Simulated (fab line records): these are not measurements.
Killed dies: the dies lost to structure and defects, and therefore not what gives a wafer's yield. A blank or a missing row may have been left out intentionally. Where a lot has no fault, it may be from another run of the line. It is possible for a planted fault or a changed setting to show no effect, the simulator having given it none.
Chamber matching ; flow sky130 ; SKY_VIA4_CMP_02 on cmp-02: 4 sister chambers
The step polishes SiO2. 7 wafers are shown with their chamber, then 7 later ones without.

## EACH WAFER AND ITS CHAMBER
wafer;chamber;motor current A (A)
L315.6;3;11.1
L317.5;0;11.7
L318.2;1;13.9
L318.5;1;13.6
L318.6;2;10.7
L320.3;0;12.2
L320.4;2;11.3

## WAFERS WITH NO CHAMBER GIVEN
wafer;motor current A (A)
L320.6;12.6
L321.3;12.2
L321.4;14.3
L321.6;14.0
L322.1;11.3
L322.2;14.1
L322.4;12.0

## WHICH CHAMBER EACH WENT THROUGH
wafer;from the rows above;in truth
L320.6;can't be placed: 0 or 1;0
L321.3;0;0
L321.4;1;1
L321.6;1;1
L322.1;can't be placed: 3 or 2 or 0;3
L322.2;1;1
L322.4;0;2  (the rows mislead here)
4 of 7 placed correctly. These rows do not allow placing 2 (true chamber among the candidates in 2). Wrongly placed: 1.
How it was worked out, from the rows above alone: a wafer's distance from a chamber is the root of the sum, over the readings, of the square of ((its reading less the chamber's mean) divided by the reading's scatter). The wafer belongs to the nearest chamber; if the next one is less than 2 further off, it can't be placed. The mean given for a chamber averages the wafers shown for that chamber. The scatter: take each reading less its chamber's mean, square it, sum over the shown wafers, divide by the number of wafers less the number of chambers, and take the root.
